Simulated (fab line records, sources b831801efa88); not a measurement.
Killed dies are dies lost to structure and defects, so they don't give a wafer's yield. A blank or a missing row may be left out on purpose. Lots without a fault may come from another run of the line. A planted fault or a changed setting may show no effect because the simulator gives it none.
fab line records | flow sky130
record lots=6 wafers=18 last_day=50
route steps=708 shown LDD_P@261 LDD_HVN@267 PAD_OPEN@708
lots that met no fault: from a run of the same line without faults
start_h: hours from the record's first day to the start of the lot's first wafer shown | wait_h: hours since the lot's step before | " the same as in the row above | L1.1+2: a row that stands for several wafers | - no value, or no start given | * or withheld: withheld | < > ~ a bound
route shown NAME@n: a module of which the file shows steps, and the number in the route of the first | usual: mean/standard deviation of fault-free wafers | same: alike in all rows | chamber/n: place in a boat | sites: the reading at each site | _std_site: their standard deviation | _edge_site: outer sites' mean less inner sites' | radius_mm: how far each site lies from the wafer's centre | mask NAME#n: copy n | behind: the tool/chamber that last shaped the wafer | hold: why the lot was held/for how many hours/how that ended | device: the transistor (n, p or np) that didn't switch | end of line: the same wafers' tests at the end of the route | a step without rows: its recipe alone | killed: dies lost to structure and defects at the first sort, not the wafer's yield | map: a wafer's dies, x killed, . not, _ none there
set.NAME: the setting as run; set.NAME@STEP: as run at that earlier step | model.NAME: the simulator's own value behind a step, which no gauge read
lots at some steps of the route; a table a step, a row a wafer
services: from which hour (start_h, from the record's first day; less than 0 if before it) a tool's chamber was out of use, for how many hours, and why
## steps
# step SKY_LDD_P_DEVELOP_06
# recipe resist=NOVOLAK developer=TMAH develop_time_s=59.08 dev_temp_c=23
# step SKY_LDD_P_CD_MEAS_07
# recipe target_cd_nm=380
# usual cd_nm=380.9/2.6
# columns lot.wafer tool chamber start_h wait_h cd_nm
L332.1 cd_sem-01 - 515.81 0.1 382.6
L332.2 " - " " 382.3
L332.5 " - " " 379.6
L334.1 cd_sem-01 - 540.13 0.1 381.6
L334.3 " - " " 378.9
L334.5 " - " " 382.1
L337.1 cd_sem-02 - 564.61 0.1 380.7
L337.4 " - " " 382.5
L337.6 " - " " 379.8
L338.2 cd_sem-02 - 575.53 0.1 378.8
L338.5 " - " " 378.3
L338.6 " - " " 379.4
L340.1 cd_sem-02 - 586.86 0.1 381.1
L340.2 " - " " 382.0
L340.5 " - " " 381.3
L343.2 cd_sem-01 - 637.23 0.1 378.1
L343.4 " - " " 379.1
L343.5 " - " " 381.1
# step SKY_LDD_P_OVL_MEAS_08
# usual LDD_P_OVL=0.7/1.2
# columns lot.wafer tool chamber start_h wait_h LDD_P_OVL[nm]
L332.1 overlay-02 - 515.93 0.1 -0.6
L332.2 " - " " -1.1
L332.5 " - " " -0.5
L334.1 overlay-02 - 540.25 0.1 4.0
L334.3 " - " " 4.2
L334.5 " - " " 2.2
L337.1 overlay-01 - 564.73 0.1 1.3
L337.4 " - " " 0.6
L337.6 " - " " 0.8
L338.2 overlay-01 - 575.63 0.1 3.2
L338.5 " - " " 2.6
L338.6 " - " " 1.8
L340.1 overlay-02 - 586.98 0.1 2.0
L340.2 " - " " 1.0
L340.5 " - " " 1.4
L343.2 overlay-01 - 637.33 0.1 -1.1
L343.4 " - " " -0.3
L343.5 " - " " 0.9
# step SKY_LDD_P_IMPLANT_09
# recipe species=BF2 energy_kev=25 dose_cm2=1e+13 tilt_deg=withheld
# step SKY_LDD_P_STRIP_10
# recipe chemistry=O2/N2 power_w=1400 pressure_mtorr=1500 platen_temp_c=withheld o2_flow_sccm=3000 n2_flow_sccm=300 overash_fraction=0.5
# usual drypump_motor_current_A=5.8/0.45 oes_product_au=0.716/0.0046 strip_time_to_endpoint_s=14.16/0.039
# columns lot.wafer tool chamber start_h wait_h drypump_motor_current_A oes_product_au rf_hours_counter_h strip_time_to_endpoint_s
L332.1 plasma_asher-04 1 516.12 0.1 6.0 0.707 9 14.16
L332.2 " 0 " " 6.4 0.714 9 14.18
L332.5 " 1 " " 6.0 0.717 - 14.17
L334.1 plasma_asher-04 0 540.43 0.1 6.4 0.722 11 14.16
L334.3 " 1 " " 6.0 0.716 - 14.19
L334.5 " 1 " " 6.0 0.714 - 14.19
L337.1 plasma_asher-01 0 564.92 0.1 5.5 0.710 86 14.22
L337.4 " 1 " " 5.9 0.713 - 14.18
L337.6 " 1 " " 5.9 0.717 - 14.22
L338.2 plasma_asher-04 0 575.81 0.1 6.5 0.717 15 14.19
L338.5 " 0 " " 6.4 0.707 - 14.21
L338.6 " 1 " " 6.0 0.715 - 14.20
L340.1 plasma_asher-04 1 587.17 0.1 6.0 0.712 16 14.12
L340.2 " 0 " " 6.5 0.726 16 14.08
L340.5 " 0 " " 6.4 0.718 - 14.13
L343.2 plasma_asher-01 0 637.51 0.1 5.5 0.722 93 14.19
L343.4 " 1 " " 5.9 0.717 - 14.20
L343.5 " 1 " " 5.9 0.718 - 14.21
# step SKY_LDD_P_TW_MEAS_11
# usual LDD_P_TW=637/3.6
# columns lot.wafer tool chamber start_h wait_h LDD_P_TW
L332.1 film_metro-04 - 516.22 0.1 631
L332.2 " - " " 633
L332.5 " - " " 630
L334.1 film_metro-01 - 540.53 0.1 638
L334.3 " - " " 639
L334.5 " - " " 638
L337.1 film_metro-04 - 565.02 0.1 629
L337.4 " - " " 636
L337.6 " - " " 637
L338.2 film_metro-04 - 575.92 0.1 634
L338.5 " - " " 634
L338.6 " - " " 631
L340.1 film_metro-03 - 587.27 0.1 638
L340.2 " - " " 637
L340.5 " - " " 635
L343.2 film_metro-03 - 637.62 0.1 637
L343.4 " - " " 640
L343.5 " - " " 632
# step SKY_LDD_HVN_DEHYDRATE_00
# recipe temp_c=200 time_s=60
# step SKY_LDD_HVN_HMDS_01
# recipe prime_time_s=60 prime_temp_c=120
# step SKY_LDD_HVN_COAT_02
# recipe resist=NOVOLAK spin_rpm=3021 resist_thk_nm=300
# step SKY_LDD_HVN_SOFTBAKE_03
# recipe temp_c=90 time_s=60 resist=NOVOLAK
# step SKY_LDD_HVN_EXPOSE_04
# recipe mask_id=HVNTM na=0.6 source_shape=conventional sigma_outer=0.6 polarization=unpolarized target_cd_nm=700 dose_mj=127
# step SKY_LDD_HVN_PEB_05
# recipe temp_c=withheld time_s=* resist=NOVOLAK
# step SKY_LDD_HVN_DEVELOP_06
# recipe resist=NOVOLAK developer=TMAH develop_time_s=60 dev_temp_c=23
# usual developer_temp_C=22.98/0.1
# columns lot.wafer tool chamber start_h wait_h developer_temp_C
L332.1 litho_track-02 0 545.82 0.1 22.97
L332.2 " 0 " " 23.07
L332.5 " 0 " " 23.04
L334.1 litho_track-04 0 568.96 0.1 21.99
L334.3 " 0 " " 22.03
L334.5 " 0 " " 21.96
L337.1 litho_track-04 0 594.41 0.1 22.12
L337.4 " 0 " " 22.03
L337.6 " 0 " " 22.00
L338.2 litho_track-01 0 605.63 0.1 23.07
L338.5 " 0 " " 23.15
L338.6 " 0 " " 23.13
L340.1 litho_track-02 0 616.42 0.1 22.99
L340.2 " 0 " " 22.97
L340.5 " 0 " " 22.93
L343.2 litho_track-04 0 665.28 0.1 22.99
L343.4 " 0 " " 22.86
L343.5 " 0 " " 22.99
# step SKY_LDD_HVN_OVL_MEAS_07
# usual LDD_HVN_OVL=1.4/1.3
# columns lot.wafer tool chamber start_h wait_h LDD_HVN_OVL[nm]
L332.1 overlay-02 - 545.97 0.1 0.8
L332.2 " - " " -0.3
L332.5 " - " " 1.4
L334.1 overlay-01 - 569.11 0.1 4.3
L334.3 " - " " 1.5
L334.5 " - " " 3.7
L337.1 overlay-02 - 594.56 0.1 2.3
L337.4 " - " " 2.6
L337.6 " - " " 3.3
L338.2 overlay-02 - 605.76 0.1 -0.1
L338.5 " - " " 1.0
L338.6 " - " " -0.2
L340.1 overlay-01 - 616.57 0.1 0.4
L340.2 " - " " 1.6
L340.5 " - " " -0.3
L343.2 overlay-02 - 665.41 0.1 3.8
L343.4 " - " " 3.9
L343.5 " - " " 3.9
# step SKY_PAD_OPEN_PROBE_99
# usual killed_at_M0_to_M3=44/6.8 killed_at_M4_up=2.9/1.9 killed_at_contacts=24/5.2 killed_at_front_end=16/4.1 killed_at_other=0.4/0.74 killed_dies=88/9.1 killed_open=48/7.2 killed_short=39/5.6
# same gross_dies=492 killed_at_back_side=0
# columns lot.wafer tool chamber start_h wait_h killed_at_M0_to_M3 killed_at_M4_up killed_at_contacts killed_at_front_end killed_at_other killed_dies killed_open killed_short
L332.1 prober-01 - 1130.94 0.1 44 9 40 18 0 111 62 49
L332.2 prober-01 - 1130.99 0.1 40 4 22 18 0 84 40 44
L332.5 prober-01 - 1131.14 0.2 46 4 28 10 0 88 50 37
L334.1 prober-02 - 1143.34 0.1 56 4 20 21 0 101 48 52
L334.3 prober-02 - 1143.44 0.2 46 3 35 18 1 103 54 47
L334.5 prober-02 - 1143.54 0.2 56 1 24 13 1 95 50 45
L337.1 prober-01 - 1157.89 0.1 53 0 33 14 1 101 53 48
L337.4 prober-01 - 1158.04 0.2 43 2 15 17 3 80 50 28
L337.6 prober-01 - 1158.14 0.2 48 5 26 14 0 93 48 45
L340.1 prober-02 - 1172.77 0.1 37 3 20 11 1 72 37 35
L340.2 prober-02 - 1172.82 0.1 30 2 27 18 0 77 36 41
L340.5 prober-02 - 1172.97 0.2 39 3 26 7 0 75 40 35
L343.2 prober-01 - 1199.98 0.1 50 1 18 17 0 86 41 45
L343.4 prober-01 - 1200.08 0.2 40 1 24 15 0 80 47 33
L343.5 prober-01 - 1200.13 0.2 50 2 26 25 2 105 54 51
# killed by level:class
L332.1 CONTACT:geometric_particle:open=18 VIA1:geometric_particle:open=11 LI_CONTACT:geometric_particle:open=9 POLY_GATE:geometric_particle:short=8 VIA2:geometric_particle:open=7 METAL1:geometric_particle:short=6 METAL4:geometric_particle:short=6 LOCAL_INTERCONNECT:geometric_particle:short=6
L332.2 LI_CONTACT:geometric_particle:open=9 METAL1:geometric_particle:short=7 CONTACT:geometric_particle:open=6 VIA1:geometric_particle:short=6 POLY_GATE:geometric_particle:open=5 POLY_GATE:geometric_particle:short=5 LOCAL_INTERCONNECT:geometric_particle:short=5 VIA1:geometric_particle:open=5
L332.5 CONTACT:geometric_particle:open=11 LI_CONTACT:geometric_particle:open=10 VIA2:geometric_particle:open=10 VIA1:geometric_particle:open=7 VIA2:geometric_particle:short=6 METAL2:geometric_particle:short=5 METAL1:geometric_particle:short=5 FIELD_ISO:geometric_particle:short=4
L334.1 VIA3:geometric_particle:open=11 VIA2:geometric_particle:open=8 VIA1:geometric_particle:open=8 VIA1:geometric_particle:short=8 FIELD_ISO:geometric_particle:short=7 LI_CONTACT:geometric_particle:open=7 LOCAL_INTERCONNECT:geometric_particle:short=6 POLY_GATE:geometric_particle:short=5
L334.3 LI_CONTACT:geometric_particle:open=11 CONTACT:geometric_particle:open=11 VIA1:geometric_particle:open=10 VIA1:geometric_particle:short=8 METAL2:geometric_particle:short=8 FIELD_ISO:geometric_particle:short=6 LOCAL_INTERCONNECT:geometric_particle:short=6 VIA2:geometric_particle:open=5
L334.5 VIA1:geometric_particle:open=11 CONTACT:geometric_particle:short=10 VIA3:geometric_particle:open=10 VIA2:geometric_particle:open=9 FIELD_ISO:geometric_particle:short=6 CONTACT:geometric_particle:open=6 VIA1:geometric_particle:short=6 METAL2:geometric_particle:short=5
L337.1 VIA1:geometric_particle:open=13 CONTACT:geometric_particle:open=11 METAL1:geometric_particle:short=10 POLY_GATE:geometric_particle:open=7 METAL2:geometric_particle:short=7 VIA2:geometric_particle:short=6 VIA2:geometric_particle:open=6 LOCAL_INTERCONNECT:geometric_particle:short=6
L337.4 VIA2:geometric_particle:open=12 VIA1:geometric_particle:open=8 FIELD_ISO:geometric_particle:short=5 FIELD_ISO:geometric_particle:open=5 VIA2:geometric_particle:short=5 LI_CONTACT:geometric_particle:open=5 CONTACT:geometric_particle:open=5 METAL1:geometric_particle:short=5
L337.6 VIA1:geometric_particle:open=10 METAL1:geometric_particle:short=9 CONTACT:geometric_particle:open=8 VIA3:geometric_particle:open=8 POLY_GATE:geometric_particle:open=6 CONTACT:geometric_particle:short=6 LI_CONTACT:geometric_particle:open=5 FIELD_ISO:geometric_particle:open=4
L340.1 VIA1:geometric_particle:open=9 CONTACT:geometric_particle:open=6 CONTACT:geometric_particle:short=5 VIA3:geometric_particle:open=5 VIA1:geometric_particle:short=4 VIA2:geometric_particle:open=4 SPACER:geometric_particle:short=3 LI_CONTACT:geometric_particle:open=3
L340.2 CONTACT:geometric_particle:open=11 LI_CONTACT:geometric_particle:open=6 CONTACT:geometric_particle:short=6 METAL2:geometric_particle:short=6 FIELD_ISO:geometric_particle:open=5 POLY_GATE:geometric_particle:short=5 VIA1:geometric_particle:open=5 METAL1:geometric_particle:short=4
L340.5 VIA1:geometric_particle:open=12 LI_CONTACT:geometric_particle:open=7 CONTACT:geometric_particle:open=7 METAL1:geometric_particle:short=7 LOCAL_INTERCONNECT:geometric_particle:short=5 VIA3:geometric_particle:open=5 LI_CONTACT:geometric_particle:short=4 CONTACT:geometric_particle:short=3
L343.2 CONTACT:geometric_particle:open=8 VIA2:geometric_particle:open=8 VIA3:geometric_particle:short=7 VIA3:geometric_particle:open=7 VIA1:geometric_particle:open=6 POLY_GATE:geometric_particle:short=5 METAL3:geometric_particle:short=5 METAL2:geometric_particle:short=4
L343.4 VIA2:geometric_particle:open=10 CONTACT:geometric_particle:open=9 LI_CONTACT:geometric_particle:open=7 VIA1:geometric_particle:open=7 VIA3:geometric_particle:open=6 CONTACT:geometric_particle:short=5 METAL1:geometric_particle:short=5 VIA1:geometric_particle:short=4
L343.5 LI_CONTACT:geometric_particle:open=10 VIA1:geometric_particle:open=10 FIELD_ISO:geometric_particle:open=8 VIA2:geometric_particle:open=7 METAL2:geometric_particle:short=7 FIELD_ISO:geometric_particle:short=6 VIA3:geometric_particle:open=6 CONTACT:geometric_particle:short=5
## services
# columns tool chamber start_h hours kind
litho_track-01 - 582.17 - consumable_replace:filter
plasma_asher-04 - 595.26 1.8 repair
plasma_asher-04 - 614.38 3.8 repair
## key
first_sign step=SKY_LDD_HVN_DEVELOP_06 reading=developer_temp_C direction=down sigmas=9.2 usual=* struck=*
effect none on later readings
met_at SKY_LDD_HVN_DEVELOP_06
struck_wafers L334.1,L334.3,L334.5,L337.1,L337.4,L337.6
tester_left_out L334,L337
fault kind=process_parameter_drift tool=litho_track-04 chamber=- onset_h=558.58 steps=SKY_LDD_HVN_DEVELOP_06 channel=dev_temp_c offset=* shape=step end_h=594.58 acts_in=* stated=*
# tester_left_out: of these lots the tester's yield and bins aren't shown, on N5 and GAA mostly nor the transistor test; their killed dies are dies lost to structure and defects alone, not to doping, threshold or leakage, so they don't give the yield
